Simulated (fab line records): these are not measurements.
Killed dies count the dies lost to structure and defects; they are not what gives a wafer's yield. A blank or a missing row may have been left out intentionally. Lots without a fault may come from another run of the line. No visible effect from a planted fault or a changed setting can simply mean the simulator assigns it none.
What tool caused it? :: flow gf180mcu :: 14 lots with 42 wafers sampled at 4 steps, on a route of 602 steps

WHAT THE GAUGES SHOWED, per wafer
GF_STI_THK_MEAS_22.
lot: L549
measured: day 2 07:53
on: film-metro-02
STI_OXIDATION_01_THK (nm): 14.90 14.56 14.76

lot: L550
measured: day 2 13:44
on: film-metro-04
STI_OXIDATION_01_THK (nm): 14.50 14.37 14.35

lot: L551
measured: day 2 18:45
on: film-metro-04
STI_OXIDATION_01_THK (nm): 15.00 15.03 14.91

lot: L554
measured: day 3 11:10
on: film-metro-04
STI_OXIDATION_01_THK (nm): 14.72 14.93 14.87

lot: L556
measured: day 3 20:20
on: film-metro-03
STI_OXIDATION_01_THK (nm): 14.98 15.42 15.50

lot: L557
measured: day 4 02:43
on: film-metro-04
STI_OXIDATION_01_THK (nm): 14.88 14.52 14.74

lot: L558
measured: day 4 06:37
on: film-metro-02
STI_OXIDATION_01_THK (nm): 14.97 14.98 14.71

lot: L559
measured: day 4 11:37
on: film-metro-03
STI_OXIDATION_01_THK (nm): 15.37 15.19 15.11

lot: L560
measured: day 4 17:28
on: film-metro-04
STI_OXIDATION_01_THK (nm): 15.38 15.70 15.56

lot: L565
measured: day 5 20:10
on: film-metro-02
STI_OXIDATION_01_THK (nm): 14.95 15.02 15.05

lot: L568
measured: day 6 12:33
on: film-metro-03
STI_OXIDATION_01_THK (nm): 14.73 14.61 14.80

lot: L569
measured: day 6 15:50
on: film-metro-02
STI_OXIDATION_01_THK (nm): 14.94 14.81 14.92

lot: L570
measured: day 6 21:39
on: film-metro-03
STI_OXIDATION_01_THK (nm): 14.53 14.77 14.93

lot: L571
measured: day 7 01:44
on: film-metro-03
STI_OXIDATION_01_THK (nm): 14.87 15.09 15.02

GF_VT_IMPLANT_RS_MEAS_47: measures by four-point-probe.
lot: L549
measured: day 7 19:08
on: film-metro-04
NWELL_RS (ohm/sq): 488.2 488.0 488.6

lot: L550
measured: day 8 03:22
on: film-metro-01
NWELL_RS (ohm/sq): 488.1 488.3 487.4

lot: L551
measured: day 8 06:40
on: film-metro-02
NWELL_RS (ohm/sq): 490.3 488.4 488.9

lot: L554
measured: day 9 06:10
on: film-metro-02
NWELL_RS (ohm/sq): 487.6 488.8 487.6

lot: L556
measured: day 9 20:10
on: film-metro-04
NWELL_RS (ohm/sq): 489.0 490.0 490.9

lot: L557
measured: day 10 00:19
on: film-metro-01
NWELL_RS (ohm/sq): 486.9 486.7 487.6

lot: L558
measured: day 10 05:45
on: film-metro-01
NWELL_RS (ohm/sq): 488.2 488.8 489.8

lot: L559
measured: day 10 11:37
on: film-metro-04
NWELL_RS (ohm/sq): 489.5 489.0 489.1

lot: L560
measured: day 10 18:51
on: film-metro-02
NWELL_RS (ohm/sq): 488.0 488.5 488.4

lot: L565
measured: day 12 06:22
on: film-metro-01
NWELL_RS (ohm/sq): 489.3 488.4 489.0

lot: L568
measured: day 13 04:08
on: film-metro-01
NWELL_RS (ohm/sq): 487.8 486.2 487.0

lot: L569
measured: day 13 12:44
on: film-metro-01
NWELL_RS (ohm/sq): 485.2 488.1 488.0

lot: L570
measured: day 13 17:00
on: film-metro-02
NWELL_RS (ohm/sq): 487.5 487.3 488.3

lot: L571
measured: day 13 21:17
on: film-metro-04
NWELL_RS (ohm/sq): 488.6 488.2 487.8

EACH LOT AND THE TOOL THAT RAN IT (in order: tool; ch and the chambers of the sampled wafers; start)
lot: L549
GF_VT_IMPLANT_DEVELOP_06: litho-track-04 ch 0, day 5 19:40
GF_VT_IMPLANT_STRIP_20: plasma-asher-02 ch 0,1, day 6 11:23

lot: L550
GF_VT_IMPLANT_DEVELOP_06: litho-track-02 ch 0, day 6 04:14
GF_VT_IMPLANT_STRIP_20: plasma-asher-01 ch 0,1, day 6 19:47

lot: L551
GF_VT_IMPLANT_DEVELOP_06: litho-track-04 ch 0, day 6 07:27
GF_VT_IMPLANT_STRIP_20: plasma-asher-03 ch 0,1, day 6 22:43

lot: L554
GF_VT_IMPLANT_DEVELOP_06: litho-track-04 ch 0, day 7 04:36
GF_VT_IMPLANT_STRIP_20: plasma-asher-02 ch 0, day 7 20:52

lot: L556
GF_VT_IMPLANT_DEVELOP_06: litho-track-04 ch 0, day 7 18:04
GF_VT_IMPLANT_STRIP_20: plasma-asher-01 ch 0,1, day 8 10:16

lot: L557
GF_VT_IMPLANT_DEVELOP_06: litho-track-02 ch 0, day 7 21:23
GF_VT_IMPLANT_STRIP_20: plasma-asher-02 ch 0,1, day 8 14:02

lot: L558
GF_VT_IMPLANT_DEVELOP_06: litho-track-04 ch 0, day 8 03:39
GF_VT_IMPLANT_STRIP_20: plasma-asher-02 ch 0,1, day 8 19:34

lot: L559
GF_VT_IMPLANT_DEVELOP_06: litho-track-04 ch 0, day 8 08:15
GF_VT_IMPLANT_STRIP_20: plasma-asher-03 ch 0,1, day 9 00:13

lot: L560
GF_VT_IMPLANT_DEVELOP_06: litho-track-04 ch 0, day 8 14:51
GF_VT_IMPLANT_STRIP_20: plasma-asher-02 ch 0,1, day 9 07:22

lot: L565
GF_VT_IMPLANT_DEVELOP_06: litho-track-03 ch 0, day 9 22:47
GF_VT_IMPLANT_STRIP_20: plasma-asher-01 ch 0,1, day 10 16:34

lot: L568
GF_VT_IMPLANT_DEVELOP_06: litho-track-04 ch 0, day 10 18:43
GF_VT_IMPLANT_STRIP_20: plasma-asher-02 ch 1, day 11 12:49

lot: L569
GF_VT_IMPLANT_DEVELOP_06: litho-track-04 ch 0, day 11 02:55
GF_VT_IMPLANT_STRIP_20: plasma-asher-01 ch 0,1, day 11 21:09

lot: L570
GF_VT_IMPLANT_DEVELOP_06: litho-track-03 ch 0, day 11 05:38
GF_VT_IMPLANT_STRIP_20: plasma-asher-03 ch 0,1, day 12 00:58

lot: L571
GF_VT_IMPLANT_DEVELOP_06: litho-track-03 ch 0, day 11 10:02
GF_VT_IMPLANT_STRIP_20: plasma-asher-01 ch 0,1, day 12 04:45
- GF_VT_IMPLANT_DEVELOP_06: develop time 60 s.
- GF_VT_IMPLANT_STRIP_20: strips in O2/N2.

WHAT THE TOOLS THEMSELVES READ (means of the sampled wafers that have a number; where no wafer has one, the mark that the record gives instead)
GF_VT_IMPLANT_DEVELOP_06.
lot: L549
tool: litho-track-04
developer-temp-C (C): 22.91
resist-line-temp-C (C): 22.98

lot: L550
tool: litho-track-02
developer-temp-C (C): 23.14
resist-line-temp-C (C): 22.88

lot: L551
tool: litho-track-04
developer-temp-C (C): 23.04
resist-line-temp-C (C): 22.97

lot: L554
tool: litho-track-04
developer-temp-C (C): 22.93
resist-line-temp-C (C): 23.04

lot: L556
tool: litho-track-04
developer-temp-C (C): 23.06
resist-line-temp-C (C): 23.11

lot: L557
tool: litho-track-02
developer-temp-C (C): 22.98
resist-line-temp-C (C): 23.01

lot: L558
tool: litho-track-04
developer-temp-C (C): 23.05
resist-line-temp-C (C): 23.05

lot: L559
tool: litho-track-04
developer-temp-C (C): 23.13
resist-line-temp-C (C): 23.05

lot: L560
tool: litho-track-04
developer-temp-C (C): 22.92
resist-line-temp-C (C): 23.00

lot: L565
tool: litho-track-03
developer-temp-C (C): 22.96
resist-line-temp-C (C): 23.01

lot: L568
tool: litho-track-04
developer-temp-C (C): 22.19
resist-line-temp-C (C): 23.03

lot: L569
tool: litho-track-04
developer-temp-C (C): 22.07
resist-line-temp-C (C): 23.04

lot: L570
tool: litho-track-03
developer-temp-C (C): 23.15
resist-line-temp-C (C): 23.02

lot: L571
tool: litho-track-03
developer-temp-C (C): 23.12
resist-line-temp-C (C): 23.13

GF_VT_IMPLANT_STRIP_20.
lot: L549
tool: plasma-asher-02
drypump-motor-current-A (A): 5.6
heater-power-w (W): 308
oes-product-au (a.u.): 0.713
strip-time-to-endpoint-s (s): 12.62

lot: L550
tool: plasma-asher-01
drypump-motor-current-A (A): 5.6
heater-power-w (W): 327
oes-product-au (a.u.): 0.714
strip-time-to-endpoint-s (s): 12.59

lot: L551
tool: plasma-asher-03
drypump-motor-current-A (A): 5.7
heater-power-w (W): 373
oes-product-au (a.u.): 0.711
strip-time-to-endpoint-s (s): 12.62

lot: L554
tool: plasma-asher-02
drypump-motor-current-A (A): 5.4
heater-power-w (W): 304
oes-product-au (a.u.): 0.714
strip-time-to-endpoint-s (s): 12.59

lot: L556
tool: plasma-asher-01
drypump-motor-current-A (A): 5.7
heater-power-w (W): 329
oes-product-au (a.u.): 0.718
strip-time-to-endpoint-s (s): 12.63

lot: L557
tool: plasma-asher-02
drypump-motor-current-A (A): 5.5
heater-power-w (W): 311
oes-product-au (a.u.): 0.715
strip-time-to-endpoint-s (s): 12.64

lot: L558
tool: plasma-asher-02
drypump-motor-current-A (A): 5.5
heater-power-w (W): 309
oes-product-au (a.u.): 0.718
strip-time-to-endpoint-s (s): 12.66

lot: L559
tool: plasma-asher-03
drypump-motor-current-A (A): 5.9
heater-power-w (W): 368
oes-product-au (a.u.): 0.714
strip-time-to-endpoint-s (s): 12.60

lot: L560
tool: plasma-asher-02
drypump-motor-current-A (A): 5.6
heater-power-w (W): 303
oes-product-au (a.u.): 0.713
strip-time-to-endpoint-s (s): 12.63

lot: L565
tool: plasma-asher-01
drypump-motor-current-A (A): 6.1
heater-power-w (W): 322
oes-product-au (a.u.): 0.717
strip-time-to-endpoint-s (s): 12.63

lot: L568
tool: plasma-asher-02
drypump-motor-current-A (A): 5.7
heater-power-w (W): 313
oes-product-au (a.u.): 0.713
strip-time-to-endpoint-s (s): 12.58

lot: L569
tool: plasma-asher-01
drypump-motor-current-A (A): 6.1
heater-power-w (W): 322
oes-product-au (a.u.): 0.719
strip-time-to-endpoint-s (s): 12.64

lot: L570
tool: plasma-asher-03
drypump-motor-current-A (A): 5.9
heater-power-w (W): 374
oes-product-au (a.u.): 0.712
strip-time-to-endpoint-s (s): 12.60

lot: L571
tool: plasma-asher-01
drypump-motor-current-A (A): 5.6
heater-power-w (W): 324
oes-product-au (a.u.): 0.717
strip-time-to-endpoint-s (s): 12.63

THE ANSWER, worked out from the rows above alone
Rule: the lots themselves supply what counts as usual. The widest of any qualifying gaps counts: lots, ordered by their means at a reading, are off when they make up no more than a third of the lots, leave a main group of 4 or more, and stand apart from it by 3 or more times the standard deviation of that group's means. A main group is skipped when, at the precision printed for the reading in the tables above, its means are all equal. A lot without any number at a reading at which 4 lots or more have one is off too. Any other lot the step has rows for is counted as sound. First the gauges in route order, then the tools' own readings, where a lot's mean is used as printed above. At the first step where some lot is off, the reading lying furthest off is the one used; lots without a number count as furthest.
Off: L568, L569 (GF_VT_IMPLANT_DEVELOP_06, developer-temp-C). For the main group the mean is 23.03 C and the standard deviation 0.087.
A tool fits if, at that step or a process step before it, it ran every lot that is off, and no sound lot after the first of them. One candidate fits, namely litho-track-04 at GF_VT_IMPLANT_DEVELOP_06. Its last sound lot is L560 (day 8 14:51), its first lot that is off L568 (day 10 18:43): a fault that began between those two fits.
The tool's own readings at GF_VT_IMPLANT_DEVELOP_06 bear it out: on the lots that are off they differ by more than 5 times the standard deviation of the sound lots' means. developer-temp-C reads 22.13 C there against 23.03 C on the sound lots.

WHAT THE SIMULATOR PUT IN
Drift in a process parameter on litho-track-04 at GF_VT_IMPLANT_DEVELOP_06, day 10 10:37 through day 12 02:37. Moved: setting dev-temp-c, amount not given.
Shown lots that were struck: L568, L569. The same result came from the rule above.
